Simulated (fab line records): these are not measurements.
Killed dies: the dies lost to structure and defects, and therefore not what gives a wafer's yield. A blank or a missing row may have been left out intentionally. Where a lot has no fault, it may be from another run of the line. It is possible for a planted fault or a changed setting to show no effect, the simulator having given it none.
fab line records    flow sky130
record lots=13  wafers=39  last_day=50
route steps=708 shown METAL4@631 METAL5@676 PASSIVATION@681
lots untouched by any fault: they come from a run of this same line in which no faults occurred
start_h: the number of hours between the record's first day and the start of the first shown wafer of the lot    wait_h: how many hours have passed since the lot's step before this one    " identical to the entry in the row above    L1.1+2: a single row standing in for several wafers    - value missing, or start not given    * or withheld: withheld    < > ~ a bound
route shown NAME@n: a module of which the file shows steps, and the number in the route of the first    usual: average and standard deviation across the fault-free wafers    same: alike in all rows    chamber/n: place in a boat    sites: per-site readings    _std_site: the standard deviation of these    _edge_site: mean of outer sites minus mean of inner sites    radius_mm: for every site, how far away it sits from the centre of the wafer    mask NAME#n: copy n    behind: the most recent tool/chamber to have shaped the wafer    hold: why the lot was held/for how many hours/how that ended    device: the transistor (n, p or np) that didn't switch    end of line: the route-end tests of the same wafers    where a step has no rows: the recipe by itself    killed: count of dies lost to structure and defects at first sort (not the wafer's yield)    map: a wafer's dies, x killed, . not, _ none there
set.NAME: the setting that was run; set.NAME@STEP: the one run at that earlier step    model.NAME: the simulator's own value behind a step, which no gauge read
a sample of lots followed through the steps of the route, with each step as a table and each wafer as a row
services: from which hour (start_h, from the record's first day; less than 0 if before it) a tool's chamber was out of use, for how many hours, and why
## steps
# step SKY_METAL4_DESCUM_15
# recipe chemistry=O2  source_power_w=150  bias_power_w=0  pressure_mtorr=10  temp_c=40  time_s=8
# usual drypump_motor_current_A=6.0/0.49  oes_product_au=1.002/0.01
# same time_s=8
lot.wafer  tool          chamber  start_h  wait_h  drypump_motor_current_A  oes_product_au  rf_hours_counter_h
L841.2     rie_metal-02  0        973.92   0.0     5.9                      0.997           6
L841.4     "             0        "        "       5.9                      1.005           -
L841.5     "             0        "        "       5.9                      1.006           -
L843.3     rie_metal-02  1        996.89   0.0     5.3                      0.992           -
L843.4     "             0        "        "       5.9                      1.005           -
L843.6     "             1        "        "       5.3                      0.999           -
L844.1     rie_metal-04  0        998.71   0.0     6.0                      1.009           10
L844.2     "             1        "        "       6.6                      1.006           17
L844.4     "             1        "        "       6.6                      1.000           -
L845.2     rie_metal-02  0        1005.36  0.0     5.9                      1.014           8
L845.3     "             0        "        "       5.9                      1.013           -
L845.4     "             1        "        "       5.3                      1.013           -
L846.1     rie_metal-01  1        1013.91  0.0     6.7                      0.998           19
L846.4     "             1        "        "       6.7                      1.007           -
L846.5     "             1        "        "       6.7                      0.997           -
L847.2     rie_metal-01  1        1025.87  0.0     6.6                      1.002           20
L847.3     "             1        "        "       6.6                      0.993           -
L847.4     "             0        "        "       5.9                      0.982           -
L849.1     rie_metal-02  1        1037.07  0.0     5.2                      1.013           18
L849.3     "             1        "        "       5.3                      1.014           -
L849.6     "             0        "        "       5.9                      1.016           -
L850.1     rie_metal-02  1        1040.64  0.0     5.3                      1.006           18
L850.2     "             0        "        "       5.9                      1.016           10
L850.3     "             0        "        "       5.9                      1.004           -
L851.1     rie_metal-01  1        1049.07  0.0     6.7                      0.994           22
L851.2     "             0        "        "       5.9                      1.000           9
L851.6     "             0        "        "       5.9                      0.992           -
L859.3     rie_metal-04  0        1094.98  0.0     6.0                      1.008           -
L859.5     "             1        "        "       6.6                      1.003           -
L859.6     "             0        "        "       6.0                      1.009           -
L860.2     rie_metal-02  1        1104.04  0.0     5.3                      1.018           23
L860.3     "             1        "        "       5.3                      1.007           -
L860.5     "             1        "        "       5.3                      1.010           -
L861.1     rie_metal-02  1        1107.86  0.0     5.3                      1.014           23
L861.3     "             1        "        "       5.3                      1.027           -
L861.6     "             0        "        "       5.9                      1.018           -
L864.1     rie_metal-01  1        1126.82  0.0     6.7                      1.008           27
L864.3     "             1        "        "       6.7                      1.004           -
L864.5     "             0        "        "       5.9                      0.987           -
# step SKY_METAL4_ETCH_16
# recipe chemistry=N2/H2  target=BARC  ion_energy_ev=200  bias_w=100  pressure_mtorr=30  n2_flow_sccm=100  h2_flow_sccm=200  icp_w=500  stop_on=SiO2  time_s=88.2  target_depth_a=600
# usual drypump_motor_current_A=6.0/0.49  oes_product_au=0.626/0.0048  throttle_valve_pct=13.204/0.0089
# same time_s=88.2
lot.wafer  tool          chamber  start_h  wait_h  drypump_motor_current_A  oes_product_au  rf_hours_counter_h  throttle_valve_pct
L841.2     rie_metal-02  0        973.95   0.0     5.9                      0.618           6                   13.188
L841.4     "             0        "        "       5.9                      0.629           -                   13.214
L841.5     "             0        "        "       5.9                      0.623           -                   13.211
L843.3     rie_metal-02  1        996.94   0.0     5.3                      0.626           -                   13.216
L843.4     "             0        "        "       5.9                      0.623           -                   13.209
L843.6     "             1        "        "       5.3                      0.623           -                   13.208
L844.1     rie_metal-04  0        998.75   0.0     6.0                      0.625           10                  13.209
L844.2     "             1        "        "       6.6                      0.630           17                  13.195
L844.4     "             1        "        "       6.6                      0.630           -                   13.190
L845.2     rie_metal-02  0        1005.39  0.0     5.9                      0.621           8                   13.206
L845.3     "             0        "        "       5.9                      0.628           -                   13.194
L845.4     "             1        "        "       5.3                      0.634           -                   13.214
L846.1     rie_metal-01  1        1013.94  0.0     6.7                      0.622           19                  13.207
L846.4     "             1        "        "       6.7                      0.618           -                   13.199
L846.5     "             1        "        "       6.7                      0.629           -                   13.206
L847.2     rie_metal-01  1        1025.90  0.0     6.7                      0.631           20                  13.190
L847.3     "             1        "        "       6.7                      0.616           -                   13.218
L847.4     "             0        "        "       5.9                      0.615           -                   13.209
L849.1     rie_metal-02  1        1037.10  0.0     5.3                      0.629           18                  13.207
L849.3     "             1        "        "       5.2                      0.626           -                   13.209
L849.6     "             0        "        "       5.9                      0.635           -                   13.210
L850.1     rie_metal-02  1        1040.68  0.0     5.2                      0.625           18                  13.200
L850.2     "             0        "        "       5.9                      0.633           10                  13.203
L850.3     "             0        "        "       5.9                      0.625           -                   13.203
L851.1     rie_metal-01  1        1049.10  0.0     6.7                      0.627           22                  13.186
L851.2     "             0        "        "       5.9                      0.626           9                   13.228
L851.6     "             0        "        "       5.9                      0.617           -                   13.198
L859.3     rie_metal-04  0        1095.03  0.0     6.0                      0.621           -                   13.207
L859.5     "             1        "        "       6.6                      0.620           -                   13.200
L859.6     "             0        "        "       6.1                      0.622           -                   13.216
L860.2     rie_metal-02  1        1104.08  0.0     5.3                      0.618           23                  13.209
L860.3     "             1        "        "       5.3                      0.620           -                   13.226
L860.5     "             1        "        "       5.3                      0.625           -                   13.197
L861.1     rie_metal-02  1        1107.89  0.0     5.3                      0.637           23                  13.218
L861.3     "             1        "        "       5.3                      0.629           -                   13.200
L861.6     "             0        "        "       5.9                      0.621           -                   13.198
L864.1     rie_metal-01  1        1126.85  0.0     6.7                      0.625           27                  13.207
L864.3     "             1        "        "       6.7                      0.628           -                   13.206
L864.5     "             0        "        "       5.9                      0.624           -                   13.210
# step SKY_METAL5_METAL_ETCH_15
# recipe target_depth_a=12600  stop_on=SiO2  over_etch_frac=0.2  time_s=252  chemistry=Cl2/BCl3  resist_sidewall_deg=86  pressure_mtorr=10  icp_w=900  bias_w=48.5  Cl2_flow_sccm=60  bcl3_flow_sccm=30
# usual drypump_motor_current_A=5.8/0.39  oes_product_au=0.894/0.0051  throttle_valve_pct=22.262/0.0081
# same time_s=252
lot.wafer  tool          chamber  start_h  wait_h  drypump_motor_current_A  oes_product_au  rf_hours_counter_h  throttle_valve_pct
L841.2     rie_metal-02  1        1024.44  0.0     5.3                      0.892           17                  22.258
L841.4     "             0        "        "       5.9                      0.900           -                   22.263
L841.5     "             1        "        "       5.3                      0.891           -                   22.262
L843.3     rie_metal-04  0        1045.23  0.1     6.0                      0.894           -                   22.256
L843.4     "             1        "        "       6.6                      0.885           -                   22.251
L843.6     "             1        "        "       6.6                      0.895           -                   22.265
L844.1     rie_metal-02  1        1047.40  0.0     5.3                      0.896           19                  22.261
L844.2     "             0        "        "       5.9                      0.893           10                  22.273
L844.4     "             0        "        "       5.9                      0.901           -                   22.264
L845.2     rie_metal-02  0        1053.35  0.0     5.9                      0.891           10                  22.269
L845.3     "             0        "        "       5.9                      0.900           -                   22.263
L845.4     "             1        "        "       5.3                      0.889           -                   22.262
L846.1     rie_metal-03  1        1060.54  0.0     5.7                      0.900           12                  22.250
L846.4     "             0        "        "       6.1                      0.896           -                   22.263
L846.5     "             1        "        "       5.7                      0.893           -                   22.272
L847.2     rie_metal-02  1        1072.49  0.0     5.3                      0.886           21                  22.264
L847.3     "             1        "        "       5.3                      0.889           -                   22.250
L847.4     "             0        "        "       5.9                      0.883           -                   22.248
L849.1     rie_metal-02  0        1083.09  0.0     5.9                      0.901           13                  22.252
L849.3     "             1        "        "       5.3                      0.893           -                   22.272
L849.6     "             0        "        "       5.9                      0.905           -                   22.263
L850.1     rie_metal-03  1        1086.34  0.0     5.7                      0.894           14                  22.276
L850.2     "             0        "        "       6.1                      0.890           24                  22.271
L850.3     "             0        "        "       6.1                      0.894           -                   22.269
L851.1     rie_metal-02  0        1093.54  0.0     5.9                      0.890           14                  22.265
L851.2     "             1        "        "       5.3                      0.895           22                  22.271
L851.6     "             1        "        "       5.3                      0.895           -                   22.252
L859.3     rie_metal-02  1        1136.67  0.1     5.3                      0.900           -                   22.282
L859.5     "             1        "        "       5.3                      0.891           -                   22.249
L859.6     "             0        "        "       5.9                      0.891           -                   22.262
L860.2     rie_metal-03  1        1145.56  0.1     5.7                      0.891           -                   22.264
L860.3     "             1        "        "       5.7                      0.899           -                   22.247
L860.5     "             1        "        "       5.7                      0.897           -                   22.252
L861.1     rie_metal-04  0        1148.65  0.0     6.1                      0.892           22                  22.263
L861.3     "             0        "        "       6.1                      0.893           -                   22.265
L861.6     "             1        "        "       6.6                      0.893           -                   22.249
L864.1     rie_metal-04  1        1165.09  0.0     6.6                      0.896           29                  22.272
L864.3     "             0        "        "       6.0                      0.892           -                   22.279
L864.5     "             1        "        "       6.6                      0.892           -                   22.260
# step SKY_METAL5_STRIP_16
# recipe chemistry=O2/N2  power_w=1400  pressure_mtorr=1500  platen_temp_c=withheld  o2_flow_sccm=3000  n2_flow_sccm=300  overash_fraction=0.5
# usual drypump_motor_current_A=5.4/0.51  oes_product_au=0.710/0.0046  strip_time_to_endpoint_s=12.99/0.11
lot.wafer  tool             chamber  start_h  wait_h  drypump_motor_current_A  oes_product_au  rf_hours_counter_h  strip_time_to_endpoint_s
L841.2     plasma_asher-02  0        1024.67  0.2     6.0                      0.707           124                 13.04
L841.4     "                0        "        "       6.0                      0.707           -                   13.04
L841.5     "                1        "        "       4.8                      0.697           -                   12.99
L843.3     plasma_asher-02  1        1045.42  0.1     4.8                      0.705           -                   12.90
L843.4     "                0        "        "       6.0                      0.707           -                   13.00
L843.6     "                1        "        "       4.8                      0.713           -                   12.94
L844.1     plasma_asher-04  1        1047.63  0.2     5.0                      0.713           32                  12.80
L844.2     "                0        "        "       5.6                      0.708           32                  12.80
L844.4     "                0        "        "       5.6                      0.713           -                   12.82
L845.2     plasma_asher-01  1        1053.58  0.2     6.1                      0.706           61                  12.97
L845.3     "                0        "        "       5.2                      0.707           -                   12.98
L845.4     "                1        "        "       6.0                      0.708           -                   13.13
L846.1     plasma_asher-04  1        1060.78  0.2     5.0                      0.716           34                  13.23
L846.4     "                0        "        "       5.6                      0.713           -                   13.16
L846.5     "                0        "        "       5.6                      0.710           -                   13.18
L847.2     plasma_asher-04  1        1072.73  0.2     5.0                      0.704           35                  12.94
L847.3     "                0        "        "       5.6                      0.709           -                   12.90
L847.4     "                1        "        "       5.0                      0.712           -                   12.84
L849.1     plasma_asher-02  1        1083.33  0.2     4.7                      0.715           2                   12.83
L849.3     "                1        "        "       4.7                      0.710           -                   12.87
L849.6     "                1        "        "       4.8                      0.716           -                   12.86
L850.1     plasma_asher-04  0        1086.58  0.2     5.6                      0.707           37                  13.06
L850.2     "                1        "        "       5.0                      0.714           37                  13.08
L850.3     "                0        "        "       5.6                      0.714           -                   13.13
L851.1     plasma_asher-02  0        1093.78  0.2     6.1                      0.717           3                   12.84
L851.2     "                1        "        "       4.7                      0.711           3                   13.06
L851.6     "                0        "        "       6.0                      0.714           -                   12.98
L859.3     plasma_asher-01  1        1136.86  0.1     6.0                      0.711           -                   12.98
L859.5     "                0        "        "       5.2                      0.717           -                   14.44
L859.6     "                1        "        "       6.0                      0.709           -                   12.98
L860.2     plasma_asher-04  1        1145.95  0.3     5.0                      0.718           42                  13.01
L860.3     "                0        "        "       5.6                      0.709           -                   13.03
L860.5     "                0        "        "       5.6                      0.707           -                   13.07
L861.1     plasma_asher-02  0        1148.88  0.2     6.0                      0.700           8                   12.97
L861.3     "                0        "        "       6.0                      0.711           -                   12.92
L861.6     "                0        "        "       6.0                      0.703           -                   13.06
L864.1     plasma_asher-02  1        1165.32  0.2     4.8                      0.710           10                  13.02
L864.3     "                0        "        "       6.1                      0.720           -                   12.92
L864.5     "                1        "        "       4.8                      0.707           -                   13.05
# step SKY_PASSIVATION_CVD_00
# recipe material=SiO2  target_thk_nm=90  temp_c=400  time_s=withheld  rf_w=600
# usual heater_power_w=640/87
lot.wafer  tool      chamber  start_h  wait_h  heater_power_w
L841.2     pecvd-04  0        1025.27  0.0     651
L841.4     "         1        "        "       708
L841.5     "         0        "        "       672
L843.3     pecvd-02  0        1045.97  0.0     461
L843.4     "         2        "        "       656
L843.6     "         1        "        "       733
L844.1     pecvd-04  0        1048.22  0.0     695
L844.2     "         1        "        "       744
L844.4     "         0        "        "       689
L845.2     pecvd-02  0        1054.17  0.0     487
L845.3     "         1        "        "       780
L845.4     "         2        "        "       643
L846.1     pecvd-04  1        1061.37  0.0     781
L846.4     "         0        "        "       595
L846.5     "         0        "        "       606
L847.2     pecvd-02  1        1073.32  0.0     779
L847.3     "         0        "        "       517
L847.4     "         0        "        "       516
L849.1     pecvd-04  0        1083.92  0.0     586
L849.3     "         0        "        "       606
L849.6     "         0        "        "       601
L850.1     pecvd-01  1        1087.17  0.0     639
L850.2     "         0        "        "       602
L850.3     "         2        "        "       616
L851.1     pecvd-01  2        1094.40  0.0     542
L851.2     "         1        "        "       676
L851.6     "         0        "        "       600
L859.3     pecvd-04  0        1137.42  0.0     682
L859.5     "         1        "        "       761
L859.6     "         0        "        "       689
L860.2     pecvd-04  2        1146.58  0.0     665
L860.3     "         0        "        "       676
L860.5     "         2        "        "       672
L861.1     pecvd-04  2        1149.48  0.0     723
L861.3     "         0        "        "       647
L861.6     "         1        "        "       734
L864.1     pecvd-02  0        1165.92  0.0     438
L864.3     "         2        "        "       651
L864.5     "         2        "        "       634
## services
tool             chamber  start_h  hours  kind
plasma_asher-04  -        950.83   1.7    repair
pecvd-02         -        963.15   2.0    repair
rie_metal-02     -        966.62   2.8    pm
rie_metal-03     1        976.72   4.6    repair
rie_metal-03     -        999.00   1.4    pm
pecvd-02         1        999.38   -      clean
pecvd-02         1        999.38   -      consumable_replace:showerhead
pecvd-02         1        999.38   29.0   scheduled_down
rie_metal-04     -        1026.02  0.4    repair
pecvd-01         0        1026.95  7.3    repair
rie_metal-04     1        1035.49  5.6    repair
plasma_asher-04  -        1039.85  5.7    repair
plasma_asher-01  -        1042.12  5.5    repair
plasma_asher-02  -        1055.25  9.0    pm
plasma_asher-02  0        1055.25  9.0    vent_cycle
plasma_asher-02  1        1055.25  9.0    vent_cycle
plasma_asher-02  0        1064.25  -      clean
plasma_asher-02  1        1064.25  -      clean
plasma_asher-01  -        1069.16  0.4    repair
pecvd-04         2        1085.63  2.1    scheduled_down
plasma_asher-01  -        1091.55  2.4    repair
pecvd-01         -        1148.63  1.6    repair
plasma_asher-02  -        1158.26  3.0    repair
rie_metal-01     1        1161.83  11.5   repair
## key
first_sign step=SKY_METAL5_STRIP_16  reading=strip_time_to_endpoint_s  direction=up  sigmas=13  usual=*  struck=*
effect none on later readings
met_at SKY_METAL5_METAL_ETCH_15
struck_lots L859
struck_wafers L859.5
sort_left_out L859.5
not_acting_at SKY_METAL4_DESCUM_15,SKY_METAL4_ETCH_16,SKY_PASSIVATION_CVD_00
onset_between 1093.54 1136.67
fault kind=process_parameter_drift  tool=rie_metal-02  chamber=-  onset_h=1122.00  steps=SKY_METAL5_METAL_ETCH_15  channel=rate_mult  offset=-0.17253  shape=step  end_h=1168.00  scope=struck_wafers_only
# sort_left_out: the simulated sort isn't trusted on such a fault, so these wafers' sort isn't shown, and their yield isn't known
